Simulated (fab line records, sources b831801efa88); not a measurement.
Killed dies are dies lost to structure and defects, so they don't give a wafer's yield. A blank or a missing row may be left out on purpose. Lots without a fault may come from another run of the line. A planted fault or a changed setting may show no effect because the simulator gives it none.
fab line records | flow sky130
record lots=6 wafers=18 last_day=49
route steps=708 shown DNWELL@35 PWDE@45 NWELL@56
lots that met no fault: from a run of the same line without faults
start_h: hours from the record's first day to the start of the lot's first wafer shown | wait_h: hours since the lot's step before | " the same as in the row above | L1.1+2: a row that stands for several wafers | - no value, or no start given | * or withheld: withheld | < > ~ a bound
route shown NAME@n: a module of which the file shows steps, and the number in the route of the first | usual: mean/standard deviation of fault-free wafers | same: alike in all rows | chamber/n: place in a boat | sites: the reading at each site | _std_site: their standard deviation | _edge_site: outer sites' mean less inner sites' | radius_mm: how far each site lies from the wafer's centre | mask NAME#n: copy n | behind: the tool/chamber that last shaped the wafer | hold: why the lot was held/for how many hours/how that ended | device: the transistor (n, p or np) that didn't switch | end of line: the same wafers' tests at the end of the route | a step without rows: its recipe alone | killed: dies lost to structure and defects at the first sort, not the wafer's yield | map: a wafer's dies, x killed, . not, _ none there
set.NAME: the setting as run; set.NAME@STEP: as run at that earlier step | model.NAME: the simulator's own value behind a step, which no gauge read
lots at some steps of the route; a table a step, a row a wafer
services: from which hour (start_h, from the record's first day; less than 0 if before it) a tool's chamber was out of use, for how many hours, and why
## steps
# step SKY_DNWELL_DEHYDRATE_00
# recipe temp_c=200 time_s=60
# step SKY_DNWELL_HMDS_01
# recipe prime_time_s=60 prime_temp_c=120
# step SKY_DNWELL_COAT_02
# recipe spin_rpm=2000 resist_thk_nm=3000
# step SKY_DNWELL_SOFTBAKE_03
# recipe temp_c=110 time_s=withheld
# step SKY_DNWELL_EXPOSE_04
# recipe mask_id=DNM na=0.57 target_cd_nm=3000 dose_mj=222
# step SKY_DNWELL_PEB_05
# recipe temp_c=115 time_s=withheld
# step SKY_DNWELL_DEVELOP_06
# recipe wall_angle_deg=90 developer=TMAH develop_time_s=60 dev_temp_c=23
# step SKY_DNWELL_IMPLANT_07
# recipe species=P energy_kev=withheld dose_cm2=withheld tilt_deg=withheld
# step SKY_DNWELL_STRIP_08
# recipe chemistry=O2/N2 power_w=1400 pressure_mtorr=1500 platen_temp_c=withheld o2_flow_sccm=3000 n2_flow_sccm=300 overash_fraction=0.5
# usual drypump_motor_current_A=5.9/0.63 oes_product_au=0.722/0.0042 strip_time_to_endpoint_s=36.94/0.092
# columns lot.wafer tool chamber start_h wait_h drypump_motor_current_A oes_product_au rf_hours_counter_h strip_time_to_endpoint_s
L251.2 plasma_asher-02 1 65.65 0.1 4.8 0.718 42 36.93
L251.3 " 1 " " 4.8 0.731 - 36.92
L251.6 " 1 " " 4.7 0.721 - 36.96
L255.1 plasma_asher-04 0 83.28 0.1 6.4 0.721 21 36.82
L255.2 " 1 " " 6.2 0.727 21 36.89
L255.5 " 1 " " 6.2 0.719 - 36.88
L258.2 plasma_asher-04 0 101.15 0.1 6.4 0.720 22 37.13
L258.3 " 0 " " 6.4 0.727 - 37.10
L258.6 " 0 " " 6.4 0.729 - 37.02
L266.3 plasma_asher-04 1 146.78 0.1 6.2 0.720 - 36.88
L266.4 " 0 " " 6.4 0.720 - 36.82
L266.6 " 1 " " 6.2 0.714 - 36.79
L267.2 plasma_asher-04 0 152.00 0.1 6.4 0.720 29 36.98
L267.3 " 0 " " 6.4 0.730 - 36.97
L267.5 " 0 " " 6.4 0.717 - 36.95
L269.1 plasma_asher-02 1 159.30 0.1 4.8 0.719 50 36.97
L269.4 " 0 " " 6.1 0.727 - 36.91
L269.5 " 0 " " 6.1 0.726 - 37.03
# step SKY_DNWELL_TW_MEAS_09
# usual DNWELL_TW=1115/11
# columns lot.wafer tool chamber start_h wait_h DNWELL_TW
L251.2 film_metro-01 - 65.76 0.1 1115
L251.3 " - " " 1121
L251.6 " - " " 1119
L255.1 film_metro-01 - 83.38 0.1 1121
L255.2 " - " " 1125
L255.5 " - " " 1126
L258.2 film_metro-04 - 101.26 0.1 1126
L258.3 " - " " 1129
L258.6 " - " " 1122
L266.3 film_metro-03 - 146.87 0.1 1096
L266.4 " - " " 1099
L266.6 " - " " 1098
L267.2 film_metro-01 - 152.11 0.1 1120
L267.3 " - " " 1122
L267.5 " - " " 1110
L269.1 film_metro-03 - 159.40 0.1 1103
L269.4 " - " " 1105
L269.5 " - " " 1096
# step SKY_PWDE_DEHYDRATE_00
# recipe temp_c=200 time_s=60
# step SKY_PWDE_HMDS_01
# recipe prime_time_s=60 prime_temp_c=120
# step SKY_PWDE_COAT_02
# recipe spin_rpm=2000 resist_thk_nm=3059
# usual chill_plate_temp_C=22.98/0.11 dispense_pressure_kPa=52.0/2.4
# columns lot.wafer tool chamber start_h wait_h chill_plate_temp_C dispense_pressure_kPa
L251.2 litho_track-01 0 73.69 0.1 22.97 46.7
L251.3 " 0 " " 22.95 46.7
L251.6 " 0 " " 22.73 46.6
L255.1 litho_track-04 0 92.03 0.1 23.06 53.0
L255.2 " 0 " " 23.04 52.9
L255.5 " 0 " " 23.08 52.9
L258.2 litho_track-03 0 109.12 0.1 22.84 53.4
L258.3 " 0 " " 23.05 53.4
L258.6 " 0 " " 22.96 53.4
L266.3 litho_track-04 - 156.68 0.1 - -
L266.4 " - " " - -
L266.6 " - " " - -
L267.2 litho_track-04 - 161.30 0.1 - -
L267.3 " - " " - -
L267.5 " - " " - -
L269.1 litho_track-03 0 169.50 0.1 23.01 53.4
L269.4 " 0 " " 22.94 53.4
L269.5 " 0 " " 23.10 53.4
# step SKY_PWDE_SOFTBAKE_03
# recipe temp_c=110 time_s=withheld
# step SKY_PWDE_EXPOSE_04
# recipe mask_id=PWDEM na=0.6 source_shape=conventional sigma_outer=0.6 polarization=unpolarized target_cd_nm=840 dose_mj=214
# step SKY_PWDE_PEB_05
# recipe temp_c=115 time_s=withheld
# step SKY_PWDE_DEVELOP_06
# recipe wall_angle_deg=90 developer=TMAH develop_time_s=60 dev_temp_c=23
# step SKY_PWDE_OVL_MEAS_07
# usual PWDE_OVL=0.0/1.3
# columns lot.wafer tool chamber start_h wait_h PWDE_OVL[nm]
L251.2 overlay-02 - 82.27 - 1.7
L251.3 " - " " 2.9
L251.6 " - " " 0.2
L255.1 overlay-02 - 100.65 - 0.2
L255.2 " - " " -1.5
L255.5 " - " " 2.7
L258.2 overlay-01 - 117.72 - 0.2
L258.3 " - " " 1.2
L258.6 " - " " 0.0
L266.3 overlay-02 - 167.29 - -
L266.4 " - " " -
L266.6 " - " " -
L267.2 overlay-02 - 171.95 - -
L267.3 " - " " -
L267.5 " - " " -
L269.1 overlay-01 - 179.86 - -1.8
L269.4 " - " " 0.7
L269.5 " - " " -0.4
# step SKY_PWDE_IMPLANT_08
# recipe species=B energy_kev=150 dose_cm2=3.572e+12 tilt_deg=withheld
# step SKY_PWDE_STRIP_09
# recipe chemistry=O2/N2 power_w=1400 pressure_mtorr=1500 platen_temp_c=withheld o2_flow_sccm=3000 n2_flow_sccm=300 overash_fraction=0.5
# usual drypump_motor_current_A=5.6/0.63 oes_product_au=0.723/0.0045 strip_time_to_endpoint_s=37.60/0.11
# columns lot.wafer tool chamber start_h wait_h drypump_motor_current_A oes_product_au rf_hours_counter_h strip_time_to_endpoint_s
L251.2 plasma_asher-02 0 82.60 0.2 6.1 0.729 44 37.49
L251.3 " 0 " " 6.1 0.726 - 37.54
L251.6 " 1 " " 4.7 0.714 - 37.50
L255.1 plasma_asher-03 0 100.83 0.1 5.5 0.719 43 37.73
L255.2 " 1 " " 5.9 0.725 43 37.69
L255.5 " 0 " " 5.5 0.721 - 37.60
L258.2 plasma_asher-03 0 117.90 0.1 5.5 0.721 44 37.78
L258.3 " 0 " " 5.4 0.727 - 37.73
L258.6 " 0 " " 5.5 0.718 - 37.64
L266.3 plasma_asher-03 0 167.50 0.1 5.5 - - -
L266.4 " 1 " " 5.9 - - -
L266.6 " 1 " " 5.9 - - -
L267.2 plasma_asher-02 1 172.13 0.1 4.7 - 51 -
L267.3 " 0 " " 6.1 - - -
L267.5 " 0 " " 6.1 - - -
L269.1 plasma_asher-03 1 180.05 0.1 5.8 0.728 50 37.42
L269.4 " 0 " " 5.5 0.721 - 37.44
L269.5 " 0 " " 5.5 0.721 - 37.54
# step SKY_PWDE_TW_MEAS_10
# usual PWDE_TW=374.3/3
# columns lot.wafer tool chamber start_h wait_h PWDE_TW
L251.2 film_metro-01 - 82.71 0.1 374.7
L251.3 " - " " 376.0
L251.6 " - " " 375.6
L255.1 film_metro-03 - 100.93 0.1 370.2
L255.2 " - " " 368.2
L255.5 " - " " 369.6
L258.2 film_metro-01 - 118.01 0.1 378.1
L258.3 " - " " 375.7
L258.6 " - " " 378.9
L266.3 film_metro-01 - 167.58 0.1 374.7
L266.4 " - " " 372.6
L266.6 " - " " 373.2
L267.2 film_metro-04 - 172.24 0.1 373.2
L267.3 " - " " 374.2
L267.5 " - " " 374.4
L269.1 film_metro-04 - 180.15 0.1 374.0
L269.4 " - " " 371.6
L269.5 " - " " 373.3
# step SKY_NWELL_DEHYDRATE_03
# recipe temp_c=200 time_s=60
# step SKY_NWELL_HMDS_04
# recipe prime_time_s=60 prime_temp_c=120
# step SKY_NWELL_COAT_05
# recipe spin_rpm=2000 resist_thk_nm=3000
# step SKY_NWELL_SOFTBAKE_06
# recipe temp_c=110 time_s=withheld
# step SKY_NWELL_EXPOSE_07
# recipe mask_id=NWM na=0.6 source_shape=conventional sigma_outer=0.6 polarization=unpolarized target_cd_nm=840 dose_mj=255
# step SKY_NWELL_PEB_08
# recipe temp_c=115 time_s=withheld
# step SKY_NWELL_DEVELOP_09
# recipe wall_angle_deg=90 developer=TMAH develop_time_s=60 dev_temp_c=23
# step SKY_NWELL_OVL_MEAS_10
# usual NWELL_00_OVL=-0.3/1.4
# columns lot.wafer tool chamber start_h wait_h NWELL_00_OVL[nm]
L251.2 overlay-02 - 99.92 - 0.9
L251.3 " - " " -0.8
L251.6 " - " " -0.1
L255.1 overlay-02 - 117.36 - -0.3
L255.2 " - " " -1.4
L255.5 " - " " -2.7
L258.2 overlay-01 - 136.91 - -1.1
L258.3 " - " " -2.7
L258.6 " - " " -0.4
L266.3 overlay-02 - 188.54 - -0.8
L266.4 " - " " -1.6
L266.6 " - " " 0.5
L267.2 overlay-01 - 193.13 - 0.9
L267.3 " - " " -0.5
L267.5 " - " " -1.3
L269.1 overlay-01 - 201.96 - -1.6
L269.4 " - " " -2.7
L269.5 " - " " -1.0
# step SKY_NWELL_IMPLANT_11
# recipe species=P energy_kev=400 dose_cm2=1.9e+13 tilt_deg=withheld
# step SKY_NWELL_IMPLANT_12
# recipe species=P energy_kev=120 dose_cm2=1.3e+12 tilt_deg=withheld
# step SKY_NWELL_IMPLANT_13
# recipe species=P energy_kev=50 dose_cm2=7e+11 tilt_deg=withheld
# step SKY_NWELL_STRIP_14
# recipe chemistry=O2/N2 power_w=1400 pressure_mtorr=1500 platen_temp_c=withheld o2_flow_sccm=3000 n2_flow_sccm=300 overash_fraction=0.5
# usual drypump_motor_current_A=5.9/0.55 oes_product_au=0.723/0.0042 strip_time_to_endpoint_s=36.91/0.12
# columns lot.wafer tool chamber start_h wait_h drypump_motor_current_A oes_product_au rf_hours_counter_h strip_time_to_endpoint_s
L251.2 plasma_asher-04 0 100.40 0.1 6.4 0.718 22 36.83
L251.3 " 1 " " 6.2 0.725 - 36.82
L251.6 " 0 " " 6.4 0.714 - 36.68
L255.1 plasma_asher-01 0 117.85 0.1 6.6 0.726 0 36.55
L255.2 " 1 " " 5.1 0.724 0 36.57
L255.5 " 1 " " 5.0 0.725 - 36.66
L258.2 plasma_asher-01 1 137.39 0.1 5.0 0.728 3 36.96
L258.3 " 1 " " 5.1 0.718 - 36.95
L258.6 " 0 " " 6.6 0.728 - 36.87
L266.3 plasma_asher-01 1 189.05 0.1 5.1 0.729 - 36.83
L266.4 " 0 " " 6.5 0.723 - 36.91
L266.6 " 0 " " 6.5 0.721 - 36.93
L267.2 plasma_asher-03 1 193.61 0.1 5.8 0.717 51 37.03
L267.3 " 0 " " 5.5 0.727 - 36.89
L267.5 " 0 " " 5.4 0.722 - 36.91
L269.1 plasma_asher-04 0 202.45 0.1 6.4 0.730 34 37.03
L269.4 " 1 " " 6.2 0.724 - 37.01
L269.5 " 0 " " 6.4 0.727 - 36.91
# step SKY_NWELL_TW_MEAS_15
# usual NWELL_TW=1817/21
# columns lot.wafer tool chamber start_h wait_h NWELL_TW
L251.2 film_metro-04 - 100.51 0.1 1826
L251.3 " - " " 1814
L251.6 " - " " 1839
L255.1 film_metro-04 - 117.95 0.1 1832
L255.2 " - " " 1819
L255.5 " - " " 1840
L258.2 film_metro-04 - 137.50 0.1 1820
L258.3 " - " " 1819
L258.6 " - " " 1824
L266.3 film_metro-03 - 189.13 0.1 1803
L266.4 " - " " 1793
L266.6 " - " " 1799
L267.2 film_metro-04 - 193.72 0.1 1830
L267.3 " - " " 1824
L267.5 " - " " 1823
L269.1 film_metro-03 - 202.55 0.1 1789
L269.4 " - " " 1795
L269.5 " - " " 1805
# step SKY_NWELL_DEHYDRATE_16
# recipe temp_c=200 time_s=60
# step SKY_NWELL_HMDS_17
# recipe prime_time_s=60 prime_temp_c=120
# step SKY_NWELL_COAT_18
# recipe spin_rpm=2000 resist_thk_nm=3000
# step SKY_NWELL_SOFTBAKE_19
# recipe temp_c=110 time_s=withheld
# step SKY_NWELL_EXPOSE_20
# recipe mask_id=NWM_COMPLEMENT na=0.6 source_shape=conventional sigma_outer=0.6 polarization=unpolarized target_cd_nm=840 dose_mj=260
# step SKY_NWELL_PEB_21
# recipe temp_c=115 time_s=withheld
# step SKY_NWELL_DEVELOP_22
# recipe wall_angle_deg=90 developer=TMAH develop_time_s=60 dev_temp_c=23
# step SKY_NWELL_OVL_MEAS_23
# usual NWELL_01_OVL=-0.7/1.5
# columns lot.wafer tool chamber start_h wait_h NWELL_01_OVL[nm]
L251.2 overlay-02 - 116.72 - 0.8
L251.3 " - " " 1.2
L251.6 " - " " 0.1
L255.1 overlay-01 - 136.55 - -0.3
L255.2 " - " " 0.0
L255.5 " - " " -0.1
L258.2 overlay-01 - 156.86 - -4.4
L258.3 " - " " -2.0
L258.6 " - " " -3.0
L266.3 overlay-02 - 210.67 - 0.4
L266.4 " - " " -1.1
L266.6 " - " " 1.8
L267.2 overlay-01 - 215.52 - -2.9
L267.3 " - " " -3.0
L267.5 " - " " -1.4
L269.1 overlay-02 - 224.05 - -2.0
L269.4 " - " " -1.2
L269.5 " - " " -1.4
# step SKY_NWELL_TW_MEAS_26
# usual NWELL_2_TW=496/5.7
# columns lot.wafer tool chamber start_h wait_h NWELL_2_TW
L251.2 film_metro-04 - 117.01 0.1 499
L251.3 " - " " 498
L251.6 " - " " 499
L255.1 film_metro-04 - 136.84 0.1 497
L255.2 " - " " 497
L255.5 " - " " 499
L258.2 film_metro-03 - 157.15 0.1 491
L258.3 " - " " 490
L258.6 " - " " 490
L266.3 film_metro-04 - 210.97 0.1 553
L266.4 " - " " 548
L266.6 " - " " 550
L267.2 film_metro-01 - 215.81 0.1 557
L267.3 " - " " 556
L267.5 " - " " 555
L269.1 film_metro-01 - 224.34 0.1 503
L269.4 " - " " 504
L269.5 " - " " 501
## services
# columns tool chamber start_h hours kind
plasma_asher-04 - 64.77 2.8 pm
plasma_asher-01 - 108.75 9.0 pm
plasma_asher-01 0 108.75 9.0 vent_cycle
plasma_asher-01 1 108.75 9.0 vent_cycle
plasma_asher-01 - 111.70 0.6 repair
plasma_asher-01 0 117.75 - clean
plasma_asher-01 1 117.75 - clean
plasma_asher-02 - 127.18 10.7 repair
plasma_asher-03 - 129.48 10.0 repair
## key
first_sign step=SKY_PWDE_COAT_02 reading=tool_record direction=missing
effect step=SKY_PWDE_OVL_MEAS_07 reading=PWDE_OVL direction=missing
effect step=SKY_NWELL_TW_MEAS_26 reading=NWELL_2_TW direction=up sigmas=10 usual=496 struck=553
met_at SKY_PWDE_COAT_02
struck_wafers L266.3,L266.4,L266.6,L267.2,L267.3,L267.5
sort_left_out L266.3,L266.4,L266.6,L267.2,L267.3,L267.5
tester_left_out L266,L267
onset_between 92.03 156.68
fault kind=skipped_step_whole tool=litho_track-04 chamber=- onset_h=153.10 steps=SKY_PWDE_COAT_02 scope=struck_lots_only
# tester_left_out: of these lots the tester's yield and bins aren't shown, on N5 and GAA mostly nor the transistor test; their killed dies are dies lost to structure and defects alone, not to doping, threshold or leakage, so they don't give the yield
# sort_left_out: the simulated sort isn't trusted on such a fault, so these wafers' sort isn't shown, and their yield isn't known
